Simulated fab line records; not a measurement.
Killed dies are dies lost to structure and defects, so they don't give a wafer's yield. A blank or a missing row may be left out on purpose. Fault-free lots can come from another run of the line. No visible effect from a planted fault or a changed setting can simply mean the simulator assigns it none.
Split-lot experiment | flow gf180mcu | route with 602 steps; 5 lots, 23 wafers read

THE SPLIT ITSELF
At GF_SAB_CVD_00 (deposits SiO2 from TEOS, target thk 50 nm, time 4.9302 s), the setting time-s was moved away from the recipe's 4.9302 s on 8 of the 23 wafers read, by -10.9% to +8.5%. The other wafers ran this setting at the recipe's value.

No step appears in the file between the split and the reading.

THE READING
Values of SAB_CVD_00_THK in nm from GF_SAB_THK_MEAS_01. Fault-free wafers of this fab line usually give 50.2 nm, standard deviation 0.7 nm.

wafer  | tool, chamber at the split | time-s as run, s | against the recipe | SAB_CVD_00_THK, nm | against lot-mates on the recipe
L074.1 | pecvd-01, 0                | 4.395            | -10.9%             | 44.6               | -5.0
L074.2 | pecvd-01, 2                | 4.9302           | recipe             | 49.0               | -
L074.3 | pecvd-01, 1                | 4.395            | -10.9%             | 44.2               | -5.4
L074.5 | pecvd-01, 1                | 4.9302           | recipe             | 50.3               | -
L074.6 | pecvd-01, 2                | 4.395            | -10.9%             | 44.1               | -5.5
L076.1 | pecvd-01, 1                | 4.9302           | recipe             | 49.6               | -
L076.3 | pecvd-01, 2                | 4.9302           | recipe             | 49.5               | -
L076.6 | pecvd-01, 2                | 4.9302           | recipe             | 50.7               | -
L080.1 | pecvd-02, 1                | 4.9302           | recipe             | 50.2               | -
L080.2 | pecvd-02, 0                | 4.9302           | recipe             | 50.0               | -
L080.3 | pecvd-02, 2                | 4.9302           | recipe             | 49.9               | -
L080.4 | pecvd-02, 2,1              | 4.9302           | recipe             | 51.2               | -
L080.5 | pecvd-02, 2,1              | 4.9302           | recipe             | 51.2               | -
L082.1 | pecvd-01, 2                | 4.737            | -3.9%              | 46.1               | -3.3
L082.2 | pecvd-01, 1                | 4.9302           | recipe             | 49.4               | -
L082.3 | pecvd-01, 0                | 4.9302           | recipe             | 49.6               | -
L082.4 | pecvd-01, 1                | 4.737            | -3.9%              | 47.5               | -1.9
L082.6 | pecvd-01, 2                | 4.9302           | recipe             | 49.1               | -
L083.1 | pecvd-02, 2                | 4.9302           | recipe             | 49.6               | -
L083.3 | pecvd-02, 0                | 5.351            | +8.5%              | 54.9               | +4.5
L083.4 | pecvd-02, 0                | 4.9302           | recipe             | 51.1               | -
L083.5 | pecvd-02, 2                | 5.351            | +8.5%              | 54.9               | +4.5
L083.6 | pecvd-02, 1                | 5.351            | +8.5%              | 55.4               | +5.0
Where a row lists several chambers, the file gives one row for several wafers and doesn't say which wafer went through which chamber.

FIT RESULTS
A straight line over all 23 wafers: SAB_CVD_00_THK changes by +0.565 nm for each +1% of time-s; r = +0.97; the points scatter about the line by 0.74 nm.
The same after taking each lot's own level away (the mean of its wafers on the recipe; 23 wafers): +0.524 nm for each +1%; r = +0.98; scatter 0.58 nm.
That fit puts the effect of the largest move of time-s on the reading at 5.7 nm.
The span of the lots' own levels, 49.37 to 50.50 nm, comes to 1.6 times the standard deviation stated above.
So the lot-to-lot level changes the slope little: the two slopes agree.
Check: for one of the wafers moved furthest among these (-10.9%), held out of the fit, the line's prediction against its lot-mates is -5.82 nm. Against them it came out at -5.05 nm.

OTHER SPLITS APPLIED TO THESE WAFERS
These wafers also went through other splits before the reading. Each is held against what the fit with the lots' levels taken away leaves over:
other split on the same wafers | wafers away from the commonest value | r with SAB_CVD_00_THK (lot level and that fit taken away)
GF_PSD_DEVELOP_06 dev-temp-c   | 12                                   | +0.02

THE WHOLE CHAIN: every reading that the file lists as answering this split, in the file's order
step               | what it does                                             | reading                                                                    | change (the file's fit)               | r (the file's)
GF_SAB_CVD_00      | deposits SiO2 from TEOS, target thk 50 nm, time 4.9302 s | SiO2_of_SAB_CVD_00.thk-nm (the simulator's own value, which no gauge read) | +0.522 nm for each +1% of the setting | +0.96
GF_SAB_THK_MEAS_01 |                                                          | SAB_CVD_00_THK                                                             | +0.523 for each +1% of the setting    | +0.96

THE FILE'S OWN FIT
SAB_CVD_00_THK changes by +0.523 nm for each +1% of time-s, r = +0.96.
